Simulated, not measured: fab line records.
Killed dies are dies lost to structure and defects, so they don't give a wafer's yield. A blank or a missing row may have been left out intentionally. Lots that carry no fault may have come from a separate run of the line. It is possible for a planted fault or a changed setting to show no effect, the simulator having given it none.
fab line records | flow sky130
[record] lots = 14 | wafers = 42 | last_day = 50
route steps=708 shown VT_ADJUST_NCORE@130 SONOS_TUNNEL@162 POLY_GATE@228 PAD_OPEN@708
lots with no fault: from the same line, run without faults
start_h: the number of hours between the record's first day and the start of the first shown wafer of the lot | wait_h: hours since the lot's step before | " unchanged from the row above | L1.1+2: a row that stands for several wafers | - no value, or no start was given | * or withheld: withheld | < > ~ a bound
route shown NAME@n: a module of which the file shows steps, and the number in the route of the first | usual: mean and standard deviation over wafers with no fault | same: alike in all rows | chamber/n: place in a boat | sites: the reading at each site | _std_site: standard deviation of those values | _edge_site: inner sites' mean taken away from outer sites' mean | radius_mm: for every site, how far away it sits from the centre of the wafer | mask NAME#n: copy n | behind: the last tool/chamber to shape the wafer | hold: cause of the lot's hold/its duration in hours/its outcome | device: whichever transistor did not switch (one of n, p or np) | end of line: at the end of the route, the tests of the same wafers | a step without rows: its recipe alone | killed: dies that structure and defects cost at the first sort, which is not the same as the wafer's yield | map: the dies of a wafer, with x for killed, . for not killed, _ for no die there
set.NAME: the setting as run; set.NAME@STEP: as run at that earlier step | model.NAME: the simulator's own value behind a step, which no gauge read
route steps across a sampled set of lots; one table per step, one row per wafer
services: from which hour (start_h, from the record's first day; less than 0 if before it) a tool's chamber was out of use, for how many hours, and why
[[steps]]
[step SKY_VT_ADJUST_NCORE_TW_MEAS_11]
[usual] VT_ADJUST_NCORE_TW = 221.6/2.9
lot.wafer | tool          | chamber | start_h | wait_h | VT_ADJUST_NCORE_TW
L585.1    | film_metro-04 | -       | 178.57  | 0.1    | 219.8
L585.4    | "             | -       | "       | "      | 219.8
L585.5    | "             | -       | "       | "      | 218.8
L586.1    | film_metro-04 | -       | 185.02  | 0.1    | 219.7
L586.4    | "             | -       | "       | "      | 219.2
L586.5    | "             | -       | "       | "      | 217.5
L587.2    | film_metro-02 | -       | 198.33  | 0.1    | 223.4
L587.5    | "             | -       | "       | "      | 224.0
L587.6    | "             | -       | "       | "      | 225.1
L588.1    | film_metro-04 | -       | 203.47  | 0.1    | 218.6
L588.2    | "             | -       | "       | "      | 218.3
L588.3    | "             | -       | "       | "      | 218.3
L589.2    | film_metro-04 | -       | 209.73  | 0.1    | 218.6
L589.5    | "             | -       | "       | "      | 219.0
L589.6    | "             | -       | "       | "      | 219.9
L591.3    | film_metro-04 | -       | 226.49  | 0.1    | 220.2
L591.5    | "             | -       | "       | "      | 219.5
L591.6    | "             | -       | "       | "      | 220.1
L592.1    | film_metro-02 | -       | 235.86  | 0.1    | 225.7
L592.2    | "             | -       | "       | "      | 224.7
L592.5    | "             | -       | "       | "      | 226.2
L593.3    | film_metro-02 | -       | 240.19  | 0.1    | 224.8
L593.4    | "             | -       | "       | "      | 224.3
L593.5    | "             | -       | "       | "      | 224.6
L594.1    | film_metro-03 | -       | 249.67  | 0.1    | 218.5
L594.4    | "             | -       | "       | "      | 219.4
L594.6    | "             | -       | "       | "      | 218.4
L597.1    | film_metro-02 | -       | 267.76  | 0.1    | 223.0
L597.4    | "             | -       | "       | "      | 223.0
L597.6    | "             | -       | "       | "      | 221.5
L598.1    | film_metro-04 | -       | 275.42  | 0.1    | 220.9
L598.4    | "             | -       | "       | "      | 220.3
L598.5    | "             | -       | "       | "      | 221.4
L599.2    | film_metro-03 | -       | 281.73  | 0.1    | 219.0
L599.3    | "             | -       | "       | "      | 219.3
L599.5    | "             | -       | "       | "      | 219.1
L602.1    | film_metro-02 | -       | 301.47  | 0.1    | 223.9
L602.2    | "             | -       | "       | "      | 224.5
L602.4    | "             | -       | "       | "      | 223.2
L607.2    | film_metro-03 | -       | 340.08  | 0.1    | 219.2
L607.3    | "             | -       | "       | "      | 219.4
L607.4    | "             | -       | "       | "      | 219.0
[step SKY_SONOS_TUNNEL_OVL_MEAS_08]
[usual] SONOS_TUNNEL_OVL = 0.4/1.5
lot.wafer | tool       | chamber | start_h | wait_h | SONOS_TUNNEL_OVL[nm]
L585.1    | overlay-01 | -       | 246.12  | 0.1    | -0.8
L585.4    | "          | -       | "       | "      | -0.5
L585.5    | "          | -       | "       | "      | -1.5
L586.1    | overlay-02 | -       | 252.62  | 0.1    | 2.3
L586.4    | "          | -       | "       | "      | 2.5
L586.5    | "          | -       | "       | "      | 2.8
L587.2    | overlay-02 | -       | 267.64  | 0.1    | -0.2
L587.5    | "          | -       | "       | "      | -0.3
L587.6    | "          | -       | "       | "      | 1.3
L588.1    | overlay-01 | -       | 273.28  | 0.1    | -0.3
L588.2    | "          | -       | "       | "      | 0.5
L588.3    | "          | -       | "       | "      | -0.6
L589.2    | overlay-02 | -       | 280.82  | 0.1    | 1.0
L589.5    | "          | -       | "       | "      | 2.0
L589.6    | "          | -       | "       | "      | 1.0
L591.3    | overlay-02 | -       | 299.89  | 0.1    | -0.7
L591.5    | "          | -       | "       | "      | -0.7
L591.6    | "          | -       | "       | "      | -0.4
L592.1    | overlay-01 | -       | 309.78  | 0.1    | -1.3
L592.2    | "          | -       | "       | "      | -1.3
L592.5    | "          | -       | "       | "      | -0.7
L593.3    | overlay-02 | -       | 314.18  | 0.1    | 0.9
L593.4    | "          | -       | "       | "      | 1.5
L593.5    | "          | -       | "       | "      | 1.2
L594.1    | overlay-01 | -       | 325.02  | 0.1    | 0.7
L594.4    | "          | -       | "       | "      | 0.5
L594.6    | "          | -       | "       | "      | 0.3
L597.1    | overlay-01 | -       | 346.02  | 0.1    | 0.2
L597.4    | "          | -       | "       | "      | 0.9
L597.6    | "          | -       | "       | "      | 1.9
L598.1    | overlay-01 | -       | 354.32  | 0.1    | 2.5
L598.4    | "          | -       | "       | "      | 3.1
L598.5    | "          | -       | "       | "      | 3.6
L599.2    | overlay-01 | -       | 360.37  | 0.1    | 0.3
L599.3    | "          | -       | "       | "      | -0.1
L599.5    | "          | -       | "       | "      | -0.9
L602.1    | overlay-01 | -       | 382.63  | 0.1    | 0.7
L602.2    | "          | -       | "       | "      | -1.0
L602.4    | "          | -       | "       | "      | 0.5
L607.2    | overlay-02 | -       | 426.04  | 0.1    | 0.0
L607.3    | "          | -       | "       | "      | 0.1
L607.4    | "          | -       | "       | "      | 1.3
[step SKY_POLY_GATE_OVL_MEAS_14]
[usual] POLY_GATE_OVL = -5/5.1
lot.wafer | tool       | chamber | start_h | wait_h | POLY_GATE_OVL[nm]
L585.1    | overlay-02 | -       | 366.87  | 0.1    | -6
L585.4    | "          | -       | "       | "      | -10
L585.5    | "          | -       | "       | "      | -3
L586.1    | overlay-01 | -       | 374.67  | 0.1    | 5
L586.4    | "          | -       | "       | "      | 4
L586.5    | "          | -       | "       | "      | 5
L587.2    | overlay-02 | -       | 390.12  | 0.1    | -9
L587.5    | "          | -       | "       | "      | -7
L587.6    | "          | -       | "       | "      | -3
L588.1    | overlay-02 | -       | 396.52  | 0.1    | 1
L588.2    | "          | -       | "       | "      | -3
L588.3    | "          | -       | "       | "      | -1
L589.2    | overlay-02 | -       | 406.73  | 0.1    | -1
L589.5    | "          | -       | "       | "      | -2
L589.6    | "          | -       | "       | "      | -1
L591.3    | overlay-01 | -       | 431.74  | 0.1    | -6
L591.5    | "          | -       | "       | "      | -7
L591.6    | "          | -       | "       | "      | -5
L592.1    | overlay-01 | -       | 442.92  | 0.1    | -8
L592.2    | "          | -       | "       | "      | -9
L592.5    | "          | -       | "       | "      | -6
L593.3    | overlay-02 | -       | 443.28  | 0.1    | -9
L593.4    | "          | -       | "       | "      | -16
L593.5    | "          | -       | "       | "      | -9
L594.1    | overlay-01 | -       | 454.73  | 0.1    | 6
L594.4    | "          | -       | "       | "      | 7
L594.6    | "          | -       | "       | "      | 9
L597.1    | overlay-01 | -       | 477.56  | 0.1    | -6
L597.4    | "          | -       | "       | "      | -8
L597.6    | "          | -       | "       | "      | -11
L598.1    | overlay-02 | -       | 484.58  | 0.1    | -4
L598.4    | "          | -       | "       | "      | -5
L598.5    | "          | -       | "       | "      | 0
L599.2    | overlay-02 | -       | 493.98  | 0.1    | -7
L599.3    | "          | -       | "       | "      | -11
L599.5    | "          | -       | "       | "      | -10
L602.1    | overlay-02 | -       | 517.86  | 0.1    | -8
L602.2    | "          | -       | "       | "      | -11
L602.4    | "          | -       | "       | "      | -17
L607.2    | overlay-01 | -       | 560.69  | 0.1    | -9
L607.3    | "          | -       | "       | "      | -3
L607.4    | "          | -       | "       | "      | -6
[step SKY_POLY_GATE_OXIDATION_20]
[recipe] temp_c = 850 | ambient = O2 | stabilise_s = 600 | purge_s = 300 | target_thk_a = 40 | ox_time_s = 899
lot.wafer  | tool       | chamber | start_h | wait_h
L585.1+4+5 | furnace-01 | 0       | 367.61  | 0.3
L586.1+4+5 | furnace-02 | 0       | 375.09  | 0.0
L587.2+5+6 | furnace-01 | 0       | 393.45  | 2.9
L588.1+2+3 | furnace-01 | 0       | 398.78  | 1.8
L589.2+5+6 | furnace-01 | 0       | 408.55  | 1.4
L591.3+5+6 | furnace-01 | 0       | 432.16  | 0.0
L592.1+2+5 | furnace-01 | 0       | 443.34  | 0.0
L593.3+4+5 | furnace-01 | 0       | 444.59  | 0.9
L594.1+4+6 | furnace-01 | 0       | 456.28  | 1.1
L597.1+4+6 | furnace-01 | 0       | 477.99  | 0.0
L598.1+4+5 | furnace-02 | 0       | 486.00  | 1.0
L599.2+3+5 | furnace-02 | 0       | 494.39  | 0.0
L602.1+2+4 | furnace-02 | 0       | 519.25  | 1.0
L607.2+3+4 | furnace-01 | 0       | 561.30  | 0.2
[step SKY_POLY_GATE_THK_MEAS_21]
[recipe] reads = SiO2_of_POLY_GATE_OXIDATION_20
[usual] POLY_GATE_OXIDATION_THK = 3.98/0.089
lot.wafer | tool          | chamber | start_h | wait_h | hold                     | POLY_GATE_OXIDATION_THK[nm]
L585.1    | film_metro-02 | -       | 368.86  | 0.0    | -                        | 3.97
L585.4    | "             | -       | "       | "      | -                        | 4.02
L585.5    | "             | -       | "       | "      | -                        | 4.00
L586.1    | film_metro-01 | -       | 376.34  | 0.0    | -                        | 4.16
L586.4    | "             | -       | "       | "      | -                        | 4.10
L586.5    | "             | -       | "       | "      | -                        | 4.13
L587.2    | film_metro-04 | -       | 394.71  | 0.0    | -                        | 4.08
L587.5    | "             | -       | "       | "      | -                        | 3.99
L587.6    | "             | -       | "       | "      | -                        | 4.03
L588.1    | film_metro-01 | -       | 400.03  | 0.0    | -                        | 4.07
L588.2    | "             | -       | "       | "      | -                        | 4.14
L588.3    | "             | -       | "       | "      | -                        | 4.16
L589.2    | film_metro-02 | -       | 409.81  | 0.0    | -                        | 3.95
L589.5    | "             | -       | "       | "      | -                        | 3.91
L589.6    | "             | -       | "       | "      | -                        | 3.91
L591.3    | film_metro-02 | -       | 433.43  | 0.0    | -                        | 3.79
L591.5    | "             | -       | "       | "      | -                        | 3.83
L591.6    | "             | -       | "       | "      | -                        | 3.80
L592.1    | film_metro-04 | -       | 444.59  | 0.0    | -                        | 3.93
L592.2    | "             | -       | "       | "      | -                        | 3.96
L592.5    | "             | -       | "       | "      | -                        | 3.96
L593.3    | film_metro-01 | -       | 445.86  | 0.0    | -                        | 4.01
L593.4    | "             | -       | "       | "      | -                        | 3.99
L593.5    | "             | -       | "       | "      | -                        | 4.01
L594.1    | film_metro-01 | -       | 457.53  | 0.0    | -                        | 3.93
L594.4    | "             | -       | "       | "      | -                        | 3.92
L594.6    | "             | -       | "       | "      | -                        | 3.95
L597.1    | film_metro-04 | -       | 479.24  | 0.0    | -                        | 4.04
L597.4    | "             | -       | "       | "      | -                        | 3.90
L597.6    | "             | -       | "       | "      | -                        | 4.09
L598.1    | film_metro-01 | -       | 487.25  | 0.0    | -                        | 4.03
L598.4    | "             | -       | "       | "      | -                        | 4.02
L598.5    | "             | -       | "       | "      | -                        | 4.04
L599.2    | film_metro-04 | -       | 495.65  | 0.0    | await_dispo/0.2h/release | 3.46
L599.3    | "             | -       | "       | "      | await_dispo/0.2h/release | 3.50
L599.5    | "             | -       | "       | "      | await_dispo/0.2h/release | 3.43
L599.2    | film_metro-04 | -       | 495.88  | 0.2    | -                        | 3.45
L599.3    | "             | -       | "       | "      | -                        | 3.48
L599.5    | "             | -       | "       | "      | -                        | 3.47
L602.1    | film_metro-02 | -       | 520.50  | 0.0    | await_dispo/0.2h/release | 3.49
L602.2    | "             | -       | "       | "      | await_dispo/0.2h/release | 3.52
L602.4    | "             | -       | "       | "      | await_dispo/0.2h/release | 3.47
L602.1    | film_metro-02 | -       | 520.73  | 0.2    | -                        | 3.49
L602.2    | "             | -       | "       | "      | -                        | 3.54
L602.4    | "             | -       | "       | "      | -                        | 3.47
L607.2    | film_metro-02 | -       | 562.56  | 0.0    | -                        | 3.85
L607.3    | "             | -       | "       | "      | -                        | 3.84
L607.4    | "             | -       | "       | "      | -                        | 3.84
[step SKY_PAD_OPEN_PROBE_99]
[usual] killed_at_M0_to_M3 = 43/6.9 | killed_at_M4_up = 3.2/2 | killed_at_contacts = 25/5.1 | killed_at_front_end = 15/4.5 | killed_at_other = 0.2/0.51 | killed_dies = 85/9.5 | killed_open = 48/6.9 | killed_short = 38/6.7
[same] gross_dies = 492 | killed_at_back_side = 0
lot.wafer | tool      | chamber | start_h | wait_h | killed_at_M0_to_M3 | killed_at_M4_up | killed_at_contacts | killed_at_front_end | killed_at_other | killed_dies | killed_open | killed_short
L587.2    | prober-02 | -       | 1087.87 | 0.1    | 44                 | 6               | 20                 | 16                  | 0               | 86          | 48          | 38
L587.5    | prober-02 | -       | 1088.02 | 0.2    | 38                 | 2               | 24                 | 18                  | 0               | 82          | 46          | 36
L587.6    | prober-02 | -       | 1088.07 | 0.2    | 34                 | 1               | 21                 | 23                  | 1               | 80          | 45          | 35
L598.1    | prober-01 | -       | 1150.01 | 0.1    | 51                 | 5               | 19                 | 24                  | 1               | 100         | 58          | 42
L598.4    | prober-01 | -       | 1150.16 | 0.2    | 32                 | 6               | 28                 | 11                  | 1               | 78          | 42          | 36
L598.5    | prober-01 | -       | 1150.21 | 0.2    | 35                 | 3               | 21                 | 21                  | 1               | 81          | 45          | 36
L599.2    | prober-02 | -       | 1152.52 | 0.1    | 39                 | 1               | 16                 | 10                  | 1               | 67          | 31          | 36
L599.3    | prober-02 | -       | 1152.57 | 0.2    | 43                 | 2               | 29                 | 14                  | 0               | 88          | 56          | 32
L599.5    | prober-02 | -       | 1152.67 | 0.2    | 47                 | 6               | 14                 | 7                   | 0               | 74          | 41          | 33
L602.1    | prober-01 | -       | 1166.97 | 0.1    | 44                 | 5               | 25                 | 15                  | 0               | 89          | 41          | 48
L602.2    | prober-01 | -       | 1167.02 | 0.1    | 39                 | 2               | 28                 | 19                  | 2               | 90          | 54          | 36
L602.4    | prober-01 | -       | 1167.12 | 0.2    | 48                 | 4               | 20                 | 11                  | 0               | 83          | 52          | 31
// killed by level:class
L587.2 VIA1:geometric_particle:open=12 VIA3:geometric_particle:open=8 LI_CONTACT:geometric_particle:open=6 CONTACT:geometric_particle:short=6 VIA1:geometric_particle:short=5 VIA2:geometric_particle:open=5 FIELD_ISO:geometric_particle:open=4 POLY_GATE:geometric_particle:short=4
L587.5 CONTACT:geometric_particle:open=11 FIELD_ISO:geometric_particle:open=7 VIA1:geometric_particle:open=6 VIA2:geometric_particle:open=6 VIA3:geometric_particle:open=6 CONTACT:geometric_particle:short=5 POLY_GATE:geometric_particle:short=4 METAL1:geometric_particle:short=4
L587.6 CONTACT:geometric_particle:open=8 POLY_GATE:geometric_particle:short=7 VIA2:geometric_particle:open=7 FIELD_ISO:geometric_particle:open=6 CONTACT:geometric_particle:short=6 VIA3:geometric_particle:open=6 VIA1:geometric_particle:open=5 LI_CONTACT:geometric_particle:open=4
L598.1 VIA1:geometric_particle:open=10 CONTACT:geometric_particle:open=10 POLY_GATE:geometric_particle:short=9 VIA2:geometric_particle:open=9 VIA3:geometric_particle:open=9 VIA1:geometric_particle:short=7 METAL2:geometric_particle:short=6 LI_CONTACT:geometric_particle:open=5
L598.4 CONTACT:geometric_particle:open=13 VIA1:geometric_particle:open=10 POLY_GATE:geometric_particle:short=5 CONTACT:geometric_particle:short=5 LI_CONTACT:geometric_particle:open=5 VIA2:geometric_particle:open=5 METAL3:geometric_particle:short=4 METAL4:geometric_particle:short=4
L598.5 VIA1:geometric_particle:open=10 CONTACT:geometric_particle:open=8 VIA2:geometric_particle:open=7 CONTACT:geometric_particle:short=6 FIELD_ISO:geometric_particle:open=5 LI_CONTACT:geometric_particle:open=5 POLY_GATE:geometric_particle:short=4 METAL1:geometric_particle:short=4
L599.2 METAL2:geometric_particle:short=9 CONTACT:geometric_particle:open=6 LOCAL_INTERCONNECT:geometric_particle:short=5 VIA1:geometric_particle:short=5 POLY_GATE:geometric_particle:open=4 VIA2:geometric_particle:open=4 LI_CONTACT:geometric_particle:open=4 METAL1:geometric_particle:short=4
L599.3 VIA1:geometric_particle:open=15 CONTACT:geometric_particle:open=12 VIA3:geometric_particle:open=8 LI_CONTACT:geometric_particle:open=8 METAL2:geometric_particle:short=6 FIELD_ISO:geometric_particle:open=4 FIELD_ISO:geometric_particle:short=3 LI_CONTACT:geometric_particle:short=3
L599.5 VIA1:geometric_particle:open=11 VIA1:geometric_particle:short=7 VIA3:geometric_particle:open=6 CONTACT:geometric_particle:open=5 METAL2:geometric_particle:short=5 VIA2:geometric_particle:open=5 FIELD_ISO:geometric_particle:open=4 LI_CONTACT:geometric_particle:open=4
L602.1 VIA1:geometric_particle:open=11 VIA1:geometric_particle:short=10 CONTACT:geometric_particle:short=7 CONTACT:geometric_particle:open=7 METAL2:geometric_particle:short=6 LI_CONTACT:geometric_particle:short=4 LI_CONTACT:geometric_particle:open=4 VIA2:geometric_particle:open=4
L602.2 CONTACT:geometric_particle:open=14 VIA1:geometric_particle:open=12 METAL1:geometric_particle:short=8 VIA2:geometric_particle:open=7 FIELD_ISO:geometric_particle:short=6 LI_CONTACT:geometric_particle:open=6 POLY_GATE:geometric_particle:short=4 CONTACT:geometric_particle:short=4
L602.4 VIA1:geometric_particle:open=19 CONTACT:geometric_particle:open=9 VIA2:geometric_particle:open=5 VIA3:geometric_particle:open=4 POLY_GATE:geometric_particle:open=4 LI_CONTACT:geometric_particle:open=4 LOCAL_INTERCONNECT:geometric_particle:short=4 METAL1:geometric_particle:short=4
[[services]]
tool       | chamber | start_h | hours | kind
furnace-02 | -       | 401.66  | 4.3   | pm
furnace-02 | -       | 479.57  | 4.8   | pm
furnace-01 | -       | 484.38  | 4.3   | pm
[[key]]
[first_sign] step = SKY_POLY_GATE_THK_MEAS_21 | reading = visit | direction = added
[effect] step = SKY_POLY_GATE_THK_MEAS_21 | reading = POLY_GATE_OXIDATION_THK | direction = down | sigmas = 5.7 | usual = 3.98 | struck = 3.48
met_at SKY_POLY_GATE_OXIDATION_20
struck_lots L599,L602
tester_left_out L599,L602
not_acting_at SKY_VT_ADJUST_NCORE_TW_MEAS_11,SKY_SONOS_TUNNEL_OVL_MEAS_08,SKY_POLY_GATE_OVL_MEAS_14
onset_between 486.00 494.39
[fault] kind = process_parameter_drift | tool = furnace-02 | chamber = - | onset_h = 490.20 | steps = SKY_POLY_GATE_OXIDATION_20 | channel = ox_time_s | offset = * | shape = step | end_h = 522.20 | acts_in = * | stated = *
// tester_left_out: of these lots the tester's yield and bins aren't shown, on N5 and GAA mostly nor the transistor test; their killed dies are dies lost to structure and defects alone, not to doping, threshold or leakage, so they don't give the yield
